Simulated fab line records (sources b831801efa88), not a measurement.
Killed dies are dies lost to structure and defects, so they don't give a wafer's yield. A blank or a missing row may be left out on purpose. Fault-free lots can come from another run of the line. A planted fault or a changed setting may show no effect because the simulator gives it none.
fab line records	flow sky130
[record] lots = 12	wafers = 36	last_day = 50
route steps=708 shown FIELD_ISO@24 VT_ADJUST_HVTP@94 VT_ADJUST_LVTN@118 VT_ADJUST_HVTR@141 PAD_OPEN@708
lots untouched by any fault: they come from a run of this same line in which no faults occurred
start_h: start of the lot's first displayed wafer, in hours after the record's first day	wait_h: how many hours have passed since the lot's step before this one	" the same as in the row above	L1.1+2: a single row standing in for several wafers	- either no value or no given start	* or withheld: withheld	< > ~ a bound
route shown NAME@n: names a module that has steps shown in the file, with the first one's number in the route	usual: mean and standard deviation over wafers with no fault	same: alike in all rows	chamber/n: place in a boat	sites: per-site readings	_std_site: their standard deviation	_edge_site: mean of outer sites minus mean of inner sites	radius_mm: for every site, how far away it sits from the centre of the wafer	mask NAME#n: copy n	behind: the last tool/chamber to shape the wafer	hold: reason for holding the lot/hours on hold/outcome of the hold	device: transistor that didn't switch, given as n, p or np	end of line: tests of these same wafers at the route's end	where a step has no rows: the recipe by itself	killed: at the first sort, the dies lost to defects and structure; wafer yield is something else	map: per-die view of a wafer (x killed, . not killed, _ where there is no die)
set.NAME: setting as actually run; set.NAME@STEP: the setting as run at that earlier step	model.NAME: the simulator's own value behind a step, which no gauge read
the route's steps for a sample of lots (tables are steps, rows are wafers)
services: a tool's chamber out of use, with start hour (start_h, from the record's first day; less than 0 if before it), hours out, and reason
[[steps]]
[step SKY_FIELD_ISO_THK_MEAS_23]
[recipe] reads = SiO2_of_FIELD_ISO_OXIDATION_22
[usual] FIELD_ISO_OXIDATION_01_THK = 10.18/0.18
lot.wafer	tool	chamber	start_h	wait_h	FIELD_ISO_OXIDATION_01_THK[nm]
L407.1	film_metro-01	-	32.90	0.0	10.15
L407.4	"	-	"	"	10.27
L407.6	"	-	"	"	10.26
L409.1	film_metro-01	-	42.48	0.0	10.04
L409.3	"	-	"	"	10.05
L409.6	"	-	"	"	10.28
L412.2	film_metro-01	-	56.24	0.0	10.06
L412.3	"	-	"	"	10.11
L412.6	"	-	"	"	10.18
L413.1	film_metro-03	-	63.30	0.0	9.89
L413.2	"	-	"	"	9.81
L413.5	"	-	"	"	10.00
L414.3	film_metro-01	-	66.11	0.0	10.25
L414.4	"	-	"	"	10.25
L414.5	"	-	"	"	10.27
L415.1	film_metro-01	-	72.57	0.0	10.06
L415.3	"	-	"	"	10.13
L415.4	"	-	"	"	10.16
L417.2	film_metro-04	-	83.14	0.0	10.25
L417.3	"	-	"	"	10.29
L417.5	"	-	"	"	10.19
L422.1	film_metro-03	-	111.04	0.0	9.89
L422.3	"	-	"	"	9.96
L422.5	"	-	"	"	9.81
L424.1	film_metro-01	-	121.24	0.0	10.25
L424.5	"	-	"	"	10.31
L424.6	"	-	"	"	10.22
L425.3	film_metro-03	-	125.32	0.0	10.01
L425.4	"	-	"	"	10.07
L425.6	"	-	"	"	10.04
L426.2	film_metro-01	-	130.97	0.0	10.18
L426.3	"	-	"	"	10.24
L426.5	"	-	"	"	10.18
L430.1	film_metro-03	-	150.55	0.0	10.05
L430.4	"	-	"	"	10.16
L430.5	"	-	"	"	10.10
[step SKY_VT_ADJUST_HVTP_IMPLANT_09]
[recipe] species = As	energy_kev = 150	dose_cm2 = 4.3e+12	tilt_deg = withheld
[usual] dose_ions_cm2 = 4.3e+12/4.9e+09	faraday_current_uA = 24.3/0.52
lot.wafer	tool	chamber	start_h	wait_h	dose_ions_cm2	faraday_current_uA
L407.1	implanter-02	0	123.75	0.0	4.293e+12	25.1
L407.4	"	0	"	"	4.295e+12	25.1
L407.6	"	0	"	"	4.296e+12	24.2
L409.1	implanter-02	0	133.22	0.0	4.298e+12	23.5
L409.3	"	0	"	"	4.305e+12	25.7
L409.6	"	0	"	"	4.299e+12	24.0
L412.2	implanter-02	0	153.08	0.0	4.298e+12	23.9
L412.3	"	0	"	"	4.304e+12	24.8
L412.6	"	0	"	"	4.299e+12	23.5
L413.1	implanter-02	0	161.47	0.0	4.302e+12	24.8
L413.2	"	0	"	"	4.302e+12	24.8
L413.5	"	0	"	"	4.302e+12	24.4
L414.3	implanter-01	0	165.77	0.1	4.294e+12	24.1
L414.4	"	0	"	"	4.298e+12	23.8
L414.5	"	0	"	"	4.293e+12	24.4
L415.1	implanter-04	0	170.55	0.0	4.297e+12	24.9
L415.3	"	0	"	"	4.294e+12	24.0
L415.4	"	0	"	"	4.296e+12	24.6
L417.2	implanter-01	0	185.98	0.0	4.306e+12	25.0
L417.3	"	0	"	"	4.3e+12	25.2
L417.5	"	0	"	"	4.302e+12	24.5
L422.1	implanter-02	0	220.35	0.0	1.564e+12	8.5
L422.3	"	0	"	"	1.567e+12	8.9
L422.5	"	0	"	"	1.557e+12	8.6
L424.1	implanter-02	0	233.00	0.0	1.552e+12	8.7
L424.5	"	0	"	"	1.554e+12	8.9
L424.6	"	0	"	"	1.553e+12	9.1
L425.3	implanter-04	0	235.25	0.1	4.291e+12	25.0
L425.4	"	0	"	"	4.303e+12	25.4
L425.6	"	0	"	"	4.301e+12	24.1
L426.2	implanter-01	0	244.09	0.0	4.295e+12	24.4
L426.3	"	0	"	"	4.302e+12	24.1
L426.5	"	0	"	"	4.302e+12	23.9
L430.1	implanter-04	0	267.52	0.0	4.304e+12	24.1
L430.4	"	0	"	"	4.29e+12	24.0
L430.5	"	0	"	"	4.297e+12	23.7
[step SKY_VT_ADJUST_HVTP_TW_MEAS_11]
[usual] VT_ADJUST_HVTP_TW = 1364/10
lot.wafer	tool	chamber	start_h	wait_h	VT_ADJUST_HVTP_TW
L407.1	film_metro-02	-	124.00	0.1	1347
L407.4	"	-	"	"	1350
L407.6	"	-	"	"	1352
L409.1	film_metro-04	-	133.47	0.1	1364
L409.3	"	-	"	"	1359
L409.6	"	-	"	"	1362
L412.2	film_metro-03	-	153.31	0.1	1373
L412.3	"	-	"	"	1379
L412.6	"	-	"	"	1384
L413.1	film_metro-03	-	161.72	0.1	1374
L413.2	"	-	"	"	1373
L413.5	"	-	"	"	1370
L414.3	film_metro-03	-	165.99	0.1	1375
L414.4	"	-	"	"	1382
L414.5	"	-	"	"	1378
L415.1	film_metro-04	-	170.80	0.1	1361
L415.3	"	-	"	"	1355
L415.4	"	-	"	"	1361
L417.2	film_metro-02	-	186.21	0.1	1356
L417.3	"	-	"	"	1353
L417.5	"	-	"	"	1351
L422.1	film_metro-03	-	220.60	0.1	989
L422.3	"	-	"	"	987
L422.5	"	-	"	"	989
L424.1	film_metro-03	-	233.25	0.1	993
L424.5	"	-	"	"	988
L424.6	"	-	"	"	987
L425.3	film_metro-02	-	235.47	0.1	1347
L425.4	"	-	"	"	1357
L425.6	"	-	"	"	1354
L426.2	film_metro-04	-	244.33	0.1	1370
L426.3	"	-	"	"	1365
L426.5	"	-	"	"	1358
L430.1	film_metro-03	-	267.77	0.1	1366
L430.4	"	-	"	"	1362
L430.5	"	-	"	"	1351
[step SKY_VT_ADJUST_LVTN_TW_MEAS_21]
[usual] VT_ADJUST_LVTN_2_TW = 189.4/1.3
lot.wafer	tool	chamber	start_h	wait_h	VT_ADJUST_LVTN_2_TW
L407.1	film_metro-03	-	163.10	0.1	189.9
L407.4	"	-	"	"	190.7
L407.6	"	-	"	"	190.9
L409.1	film_metro-01	-	174.18	0.1	190.2
L409.3	"	-	"	"	188.7
L409.6	"	-	"	"	189.7
L412.2	film_metro-03	-	194.76	0.1	189.6
L412.3	"	-	"	"	190.5
L412.6	"	-	"	"	191.1
L413.1	film_metro-03	-	203.80	0.1	191.6
L413.2	"	-	"	"	190.7
L413.5	"	-	"	"	191.3
L414.3	film_metro-01	-	208.07	0.1	191.1
L414.4	"	-	"	"	190.8
L414.5	"	-	"	"	190.3
L415.1	film_metro-03	-	212.93	0.1	191.8
L415.3	"	-	"	"	191.4
L415.4	"	-	"	"	190.1
L417.2	film_metro-02	-	230.11	0.1	187.2
L417.3	"	-	"	"	187.8
L417.5	"	-	"	"	187.4
L422.1	film_metro-02	-	268.25	0.1	189.3
L422.3	"	-	"	"	188.7
L422.5	"	-	"	"	188.0
L424.1	film_metro-02	-	281.78	0.1	188.9
L424.5	"	-	"	"	187.4
L424.6	"	-	"	"	188.3
L425.3	film_metro-02	-	284.15	0.1	188.7
L425.4	"	-	"	"	187.3
L425.6	"	-	"	"	188.3
L426.2	film_metro-02	-	293.76	0.1	187.4
L426.3	"	-	"	"	187.7
L426.5	"	-	"	"	187.9
L430.1	film_metro-03	-	318.35	0.1	190.1
L430.4	"	-	"	"	189.9
L430.5	"	-	"	"	190.6
[step SKY_VT_ADJUST_HVTR_STRIP_10]
[recipe] chemistry = O2/N2	power_w = 1400	pressure_mtorr = 1500	platen_temp_c = withheld	o2_flow_sccm = 3000	n2_flow_sccm = 300	overash_fraction = 0.5
[usual] drypump_motor_current_A = 6.20/0.19	n2_flow_sccm = 299.9/0.86	oes_product_au = 0.716/0.0046	strip_time_to_endpoint_s = 14.18/0.045
lot.wafer	tool	chamber	start_h	wait_h	drypump_motor_current_A	n2_flow_sccm	oes_product_au	rf_hours_counter_h	strip_time_to_endpoint_s
L407.1	plasma_asher-04	1	205.45	0.1	6.24	299.4	0.708	8	14.20
L407.4	"	0	"	"	6.33	301.0	0.717	-	14.17
L407.6	"	1	"	"	6.25	299.6	0.716	-	14.17
L409.1	plasma_asher-02	1	217.02	0.1	6.53	300.1	0.722	51	14.09
L409.3	"	1	"	"	6.54	299.7	0.715	-	14.10
L409.6	"	1	"	"	6.57	301.0	0.711	-	14.12
L412.2	plasma_asher-04	0	238.45	0.1	6.34	300.3	0.716	12	14.15
L412.3	"	0	"	"	6.35	299.4	0.713	-	14.15
L412.6	"	1	"	"	6.25	299.5	0.723	-	14.15
L413.1	plasma_asher-04	0	249.22	0.1	6.32	299.0	0.713	13	14.13
L413.2	"	1	"	"	6.25	301.6	0.709	13	14.15
L413.5	"	1	"	"	6.26	301.4	0.718	-	14.12
L414.3	plasma_asher-02	1	254.15	0.1	6.53	300.4	0.710	-	14.26
L414.4	"	0	"	"	5.76	299.5	0.718	-	14.26
L414.5	"	1	"	"	6.54	299.6	0.719	-	14.24
L415.1	plasma_asher-04	1	259.75	0.1	6.27	301.1	0.729	14	14.18
L415.3	"	1	"	"	6.24	300.1	0.715	-	14.18
L415.4	"	0	"	"	6.33	301.0	0.711	-	14.19
L417.2	plasma_asher-04	1	278.35	0.1	6.25	300.2	0.714	15	14.14
L417.3	"	1	"	"	6.26	300.2	0.714	-	14.21
L417.5	"	1	"	"	6.22	301.3	0.716	-	14.21
L422.1	plasma_asher-02	0	318.67	0.1	5.77	300.1	0.726	61	14.19
L422.3	"	0	"	"	5.76	301.0	0.716	-	14.16
L422.5	"	1	"	"	6.55	299.7	0.712	-	14.23
L424.1	plasma_asher-04	0	333.46	0.1	6.34	301.0	0.721	21	14.16
L424.5	"	1	"	"	6.24	299.8	0.717	-	14.15
L424.6	"	0	"	"	6.34	298.5	0.718	-	14.13
L425.3	plasma_asher-04	0	335.23	0.1	6.33	300.5	0.721	-	14.24
L425.4	"	1	"	"	6.23	299.7	0.721	-	14.21
L425.6	"	0	"	"	6.34	300.2	0.725	-	14.15
L426.2	plasma_asher-04	1	346.81	0.1	6.25	299.9	0.721	22	14.24
L426.3	"	1	"	"	6.26	298.6	0.716	-	14.26
L426.5	"	0	"	"	6.33	299.9	0.715	-	14.24
L430.1	plasma_asher-03	0	373.64	0.1	5.96	301.0	0.720	67	14.25
L430.4	"	0	"	"	5.96	299.6	0.714	-	14.24
L430.5	"	0	"	"	5.96	300.4	0.718	-	14.25
[step SKY_PAD_OPEN_PROBE_99]
[usual] killed_at_M0_to_M3 = 44/6.8	killed_at_M4_up = 3.2/1.7	killed_at_contacts = 24/4.9	killed_at_front_end = 14/4.1	killed_at_other = 0.2/0.51	killed_dies = 85/8.7	killed_open = 46/6.8	killed_short = 39/6.1
[same] gross_dies = 492	killed_at_back_side = 0
lot.wafer	tool	chamber	start_h	wait_h	killed_at_M0_to_M3	killed_at_M4_up	killed_at_contacts	killed_at_front_end	killed_at_other	killed_dies	killed_open	killed_short
L426.2	prober-02	-	1184.46	0.1	46	0	25	11	0	82	30	52
L426.3	prober-02	-	1184.51	0.2	43	0	22	15	0	80	48	32
L426.5	prober-02	-	1184.61	0.2	50	2	21	12	1	86	46	40
// killed by level:class
L426.2 CONTACT:geometric_particle:short=9 METAL2:geometric_particle:short=7 VIA1:geometric_particle:short=7 METAL3:geometric_particle:short=7 CONTACT:geometric_particle:open=6 METAL1:geometric_particle:short=6 LI_CONTACT:geometric_particle:open=5 VIA3:geometric_particle:open=5
L426.3 CONTACT:geometric_particle:open=10 VIA2:geometric_particle:open=9 LI_CONTACT:geometric_particle:open=7 VIA1:geometric_particle:open=7 VIA3:geometric_particle:open=6 METAL1:geometric_particle:short=5 FIELD_ISO:geometric_particle:short=4 METAL2:geometric_particle:short=4
L426.5 VIA1:geometric_particle:open=15 CONTACT:geometric_particle:open=8 LI_CONTACT:geometric_particle:open=7 METAL1:geometric_particle:short=6 VIA1:geometric_particle:short=6 METAL2:geometric_particle:short=6 FIELD_ISO:geometric_particle:open=4 POLY_GATE:geometric_particle:short=4
[[services]]
tool	chamber	start_h	hours	kind
plasma_asher-04	-	108.75	9.0	pm
plasma_asher-04	0	108.75	9.0	vent_cycle
plasma_asher-04	1	108.75	9.0	vent_cycle
plasma_asher-04	0	117.75	-	clean
plasma_asher-04	1	117.75	-	clean
implanter-04	-	176.97	20.2	pm
plasma_asher-04	-	179.25	1.2	repair
implanter-01	-	211.95	6.5	repair
implanter-04	-	241.52	2.8	repair
implanter-01	-	247.50	0.6	repair
plasma_asher-03	-	271.20	0.9	repair
implanter-02	-	291.73	1.6	repair
implanter-04	-	316.40	2.2	repair
implanter-04	-	322.89	2.3	repair
plasma_asher-03	-	333.44	2.8	pm
implanter-02	-	346.20	4.0	pm
[[key]]
[first_sign] step = SKY_VT_ADJUST_HVTP_IMPLANT_09	reading = dose_ions_cm2	direction = down	sigmas = 99+	usual = *	struck = *
[effect] step = SKY_VT_ADJUST_HVTP_IMPLANT_09	reading = faraday_current_uA	direction = down	sigmas = 30	usual = 24.3	struck = 8.8
[effect] step = SKY_VT_ADJUST_HVTP_TW_MEAS_11	reading = VT_ADJUST_HVTP_TW	direction = down	sigmas = 38	usual = 1364	struck = 989
met_at SKY_VT_ADJUST_HVTP_IMPLANT_09
struck_lots L422,L424
tester_left_out L422,L424
not_acting_at SKY_FIELD_ISO_THK_MEAS_23,SKY_VT_ADJUST_LVTN_TW_MEAS_21,SKY_VT_ADJUST_HVTR_STRIP_10
onset_between 161.47 220.35
[fault] kind = process_parameter_drift	tool = implanter-02	chamber = -	onset_h = 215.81	steps = SKY_VT_ADJUST_HVTP_IMPLANT_09	channel = dose_cm2	offset = *	shape = step	end_h = 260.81	acts_in = *	stated = *
// tester_left_out: of these lots the tester's yield and bins aren't shown, on N5 and GAA mostly nor the transistor test; their killed dies are dies lost to structure and defects alone, not to doping, threshold or leakage, so they don't give the yield
